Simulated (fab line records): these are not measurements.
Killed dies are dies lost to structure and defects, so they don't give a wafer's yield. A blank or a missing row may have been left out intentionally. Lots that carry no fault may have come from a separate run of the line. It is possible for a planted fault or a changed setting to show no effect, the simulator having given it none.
Which tool is to blame? :: flow gf180mcu :: 45 wafers from 15 lots sampled at 4 of the route's 602 steps

## WHAT THE GAUGES READ, wafer by wafer
GF_V5_BOW_MEAS_05. Usual: V5_BOW gives 134 um (standard deviation 9.8).
lot: L264
measured: day 26 06:01
on: film_metro-01
V5_BOW (um): 135 135 137
flag: 

lot: L265
measured: day 26 14:35
on: film_metro-02
V5_BOW (um): 138 135 140
flag: 

lot: L266
measured: day 27 00:38
on: film_metro-01
V5_BOW (um): 120 137 118
flag: 

lot: L267
measured: day 27 02:11
on: film_metro-03
V5_BOW (um): 136 136 119
flag: 

lot: L269
measured: day 28 00:44
on: film_metro-02
V5_BOW (um): 132 146 143
flag: 

lot: L270
measured: day 28 05:43
on: film_metro-03
V5_BOW (um): 133 124 140
flag: 

lot: L271
measured: day 28 11:22
on: film_metro-02
V5_BOW (um): 126 113 122
flag: 

lot: L272
measured: day 28 21:28
on: film_metro-03
V5_BOW (um): 126 138 124
flag: 

lot: L274
measured: day 29 10:31
on: film_metro-03
V5_BOW (um): 134 124 122
flag: 

lot: L276
measured: day 29 23:55
on: film_metro-03
V5_BOW (um): 149 139 149
flag: 

lot: L275
measured: day 30 01:43
on: film_metro-01
V5_BOW (um): 138 136 145
flag: 

lot: L277
measured: day 30 10:23
on: film_metro-01
V5_BOW (um): 129 130 150
flag: 

lot: L285
measured: day 32 10:38
on: film_metro-01
V5_BOW (um): 133 133 143
flag: 

lot: L286
measured: day 32 19:23
on: film_metro-02
V5_BOW (um): 118 131 128
flag: 

lot: L287
measured: day 32 21:52
on: film_metro-01
V5_BOW (um): 163 140 155
flag: 

GF_TOP_METAL_THK_MEAS_06: measures by xrf. Usual: TOP_METAL_ALCU_THK gives 905 nm (standard deviation 13).
lot: L264
measured: day 27 04:29
on: film_metro-03
TOP_METAL_ALCU_THK (nm): 896 879 904
flag: 

lot: L265
measured: day 27 12:49
on: film_metro-04
TOP_METAL_ALCU_THK (nm): 904 889 901
flag: 

lot: L266
measured: day 27 22:15
on: film_metro-02
TOP_METAL_ALCU_THK (nm): 904 911 906
flag: 

lot: L267
measured: day 27 23:50
on: film_metro-02
TOP_METAL_ALCU_THK (nm): 900 906 897
flag: 

lot: L269
measured: day 28 21:56
on: film_metro-02
TOP_METAL_ALCU_THK (nm): 929 925 923
flag: 

lot: L270
measured: day 29 02:40
on: film_metro-03
TOP_METAL_ALCU_THK (nm): 908 897 899
flag: 

lot: L271
measured: day 29 08:04
on: film_metro-03
TOP_METAL_ALCU_THK (nm): 913 911 923
flag: 

lot: L272
measured: day 29 17:49
on: film_metro-03
TOP_METAL_ALCU_THK (nm): 903 914 902
flag: 

lot: L274
measured: day 30 07:19
on: film_metro-04
TOP_METAL_ALCU_THK (nm): 878 885 888
flag: 

lot: L276
measured: day 30 19:56
on: film_metro-03
TOP_METAL_ALCU_THK (nm): 920 913 913
flag: 

lot: L275
measured: day 30 21:48
on: film_metro-03
TOP_METAL_ALCU_THK (nm): 885 902 896
flag: 

lot: L277
measured: day 31 06:35
on: film_metro-02
TOP_METAL_ALCU_THK (nm): 904 905 903
flag: 

lot: L285
measured: day 33 04:37
on: film_metro-04
TOP_METAL_ALCU_THK (nm): 898 904 889
flag: 

lot: L286
measured: day 33 13:04
on: film_metro-04
TOP_METAL_ALCU_THK (nm): 894 904 913
flag: 

lot: L287
measured: day 33 15:36
on: film_metro-03
TOP_METAL_ALCU_THK (nm): 907 904 904
flag: 

GF_PASSIVATION_BOW_MEAS_14. Usual: PASSIVATION_BOW gives 137 um (standard deviation 11).
lot: L264
measured: day 28 22:18
on: film_metro-01
PASSIVATION_BOW (um): 142 141 140
flag: 

lot: L265
measured: day 29 06:09
on: film_metro-04
PASSIVATION_BOW (um): 143 143 147
flag: 

lot: L266
measured: day 29 15:52
on: film_metro-04
PASSIVATION_BOW (um): 130 145 127
flag: 

lot: L267
measured: day 29 17:16
on: film_metro-04
PASSIVATION_BOW (um): 138 136 119
flag: 

lot: L269
measured: day 30 14:10
on: film_metro-02
PASSIVATION_BOW (um): 133 147 145
flag: 

lot: L270
measured: day 30 18:23
on: film_metro-01
PASSIVATION_BOW (um): 132 125 139
flag: 

lot: L271
measured: day 30 23:52
on: film_metro-01
PASSIVATION_BOW (um): 132 121 128
flag: 

lot: L272
measured: day 31 09:16
on: film_metro-04
PASSIVATION_BOW (um): 123 135 122
flag: 

lot: L274
measured: day 31 21:19
on: film_metro-04
PASSIVATION_BOW (um): 138 127 125
flag: 

lot: L276
measured: day 32 09:46
on: film_metro-01
PASSIVATION_BOW (um): 141 132 142
flag: 

lot: L275
measured: day 32 11:17
on: film_metro-01
PASSIVATION_BOW (um): 145 142 151
flag: 

lot: L277
measured: day 32 18:02
on: film_metro-01
PASSIVATION_BOW (um): 129 130 152
flag: 

lot: L285
measured: day 34 13:46
on: film_metro-02
PASSIVATION_BOW (um): 128 125 136
flag: 

lot: L286
measured: day 34 21:38
on: film_metro-01
PASSIVATION_BOW (um): 117 129 126
flag: 

lot: L287
measured: day 35 00:22
on: film_metro-04
PASSIVATION_BOW (um): 161 141 154
flag: 

## WHICH TOOL RAN EACH LOT (tool, then ch and the chambers of the sampled wafers, then the start)
lot: L264
GF_SAB_WET_ETCH_12: wet_bench-03 ch 2, day 15 03:12

lot: L265
GF_SAB_WET_ETCH_12: wet_bench-01 ch 3, day 15 09:29

lot: L266
GF_SAB_WET_ETCH_12: wet_bench-02 ch 1, day 15 20:21

lot: L267
GF_SAB_WET_ETCH_12: wet_bench-01 ch 0, day 15 22:32

lot: L269
GF_SAB_WET_ETCH_12: wet_bench-02 ch 1, day 16 23:09

lot: L270
GF_SAB_WET_ETCH_12: wet_bench-03 ch 1, day 17 08:02

lot: L271
GF_SAB_WET_ETCH_12: wet_bench-02 ch 1, day 17 12:38

lot: L272
GF_SAB_WET_ETCH_12: wet_bench-01 ch 3, day 18 00:09

lot: L274
GF_SAB_WET_ETCH_12: wet_bench-01 ch 3, day 18 17:15

lot: L276
GF_SAB_WET_ETCH_12: wet_bench-01 ch 2, day 19 10:05

lot: L275
GF_SAB_WET_ETCH_12: wet_bench-01 ch 1, day 19 11:15

lot: L277
GF_SAB_WET_ETCH_12: wet_bench-01 ch 0, day 19 21:44

lot: L285
GF_SAB_WET_ETCH_12: wet_bench-01 ch 3, day 22 16:38

lot: L286
GF_SAB_WET_ETCH_12: wet_bench-01 ch 0, day 23 03:44

lot: L287
GF_SAB_WET_ETCH_12: wet_bench-03 ch 2, day 23 07:08
- GF_SAB_WET_ETCH_12: etches SiO2 in dHF, target depth 22 nm, time 440 s.

## AS READ BY THE TOOLS THEMSELVES (means over the sampled wafers that have a number; for cases with no such wafer, the mark the record gives instead)
The record holds no such reading with a usual standard deviation.

## THE ANSWER, worked out from the rows above alone
Rule: take the mean of a lot's wafers that have a number; if it is more than 3 standard deviations from the usual mean, the lot is off. Also off: a lot with no number at a reading for which 4 or more lots have one. All remaining lots with rows at the step are treated as sound. Order of review: gauges by route order, followed by the tools' own readings, for which a lot's mean as printed above is used. The first step at which some lot is off is used, and at that step the reading that is off furthest; a lot without a number counts as furthest.
No lot is off at any reading shown: from this, nothing can be told.

## WHAT THE SIMULATOR HAD INSERTED
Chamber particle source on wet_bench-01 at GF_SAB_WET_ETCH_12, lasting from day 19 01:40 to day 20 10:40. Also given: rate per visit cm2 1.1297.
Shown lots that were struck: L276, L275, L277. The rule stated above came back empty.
